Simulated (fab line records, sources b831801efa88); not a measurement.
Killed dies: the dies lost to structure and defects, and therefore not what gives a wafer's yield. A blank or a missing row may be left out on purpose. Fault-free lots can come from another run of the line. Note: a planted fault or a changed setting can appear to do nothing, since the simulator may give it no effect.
Chamber matching | flow gf180mcu | pecvd-04 running GF_V3_CVD_02: 3 sister chambers
The step deposits SiO2 from TEOS, target thk 850 nm, time 94.851 s. 18 wafers are shown with their chamber, then 9 later ones without.

EACH WAFER AND ITS CHAMBER
wafer  | chamber | heater power w (W) | susceptor temp C (C)
L074.2 | 0       | 601                | 400.00
L074.4 | 2       | 707                | 399.61
L074.6 | 1       | 739                | 399.98
L079.1 | 1       | 668                | 400.21
L079.2 | 0       | 593                | 399.84
L079.4 | 2       | 591                | 400.01
L081.1 | 1       | 673                | 399.78
L081.2 | 2       | 701                | 400.08
L081.4 | 0       | 500                | 399.71
L082.1 | 2       | 661                | 400.07
L082.2 | 1       | 655                | 400.54
L082.5 | 0       | 566                | 400.11
L084.2 | 0       | 516                | 399.91
L084.4 | 2       | 591                | 400.17
L084.6 | 1       | 683                | 400.11
L085.2 | 0       | 630                | 399.89
L085.4 | 1       | 703                | 400.09
L085.5 | 0       | 496                | 399.91

SIGNATURES (averages over the wafers above)
reading          | chamber 0 | chamber 1 | chamber 2 | scatter within a chamber
heater power w   | 557.43    | 686.83    | 650.20    | 48.2
susceptor temp C | 399.9100  | 400.1183  | 399.9880  | 0.201
Rule: for each reading, subtract the chamber's mean from the wafer's reading, divide by that reading's scatter and square the result; add these up over the readings and take the root, which gives the wafer's distance from the chamber. If the next closest chamber is less than 2 further off than the closest, the wafer can't be placed; otherwise it belongs to the closest. The scatter is the square root of a quotient: the sum, over the shown wafers, of each reading's squared deviation from its chamber's mean, divided by wafers minus chambers.

WAFERS WITHOUT THEIR CHAMBER
wafer  | heater power w (W) | susceptor temp C (C)
L088.1 | 740                | 399.56
L088.3 | 617                | 400.49
L088.5 | 780                | 400.03
L091.2 | 714                | 400.10
L091.3 | 604                | 400.18
L091.5 | 626                | 400.25
L097.1 | 510                | 400.04
L097.4 | 672                | 399.65
L097.6 | 578                | 400.26

EACH ONE'S CHAMBER
wafer  | from the rows above          | in truth
L088.1 | can't be placed: 2 or 1 or 0 | 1
L088.3 | can't be placed: 1 or 2 or 0 | 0
L088.5 | can't be placed: 1 or 2      | 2
L091.2 | can't be placed: 1 or 2      | 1
L091.3 | can't be placed: 2 or 0 or 1 | 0
L091.5 | can't be placed: 2 or 1 or 0 | 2
L097.1 | can't be placed: 0 or 2      | 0
L097.4 | can't be placed: 2 or 1 or 0 | 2
L097.6 | can't be placed: 0 or 2 or 1 | 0
0 of 9 placed correctly. Not placeable from these rows: 9 (in 9, the candidates include the true chamber). Number placed wrongly: 0.
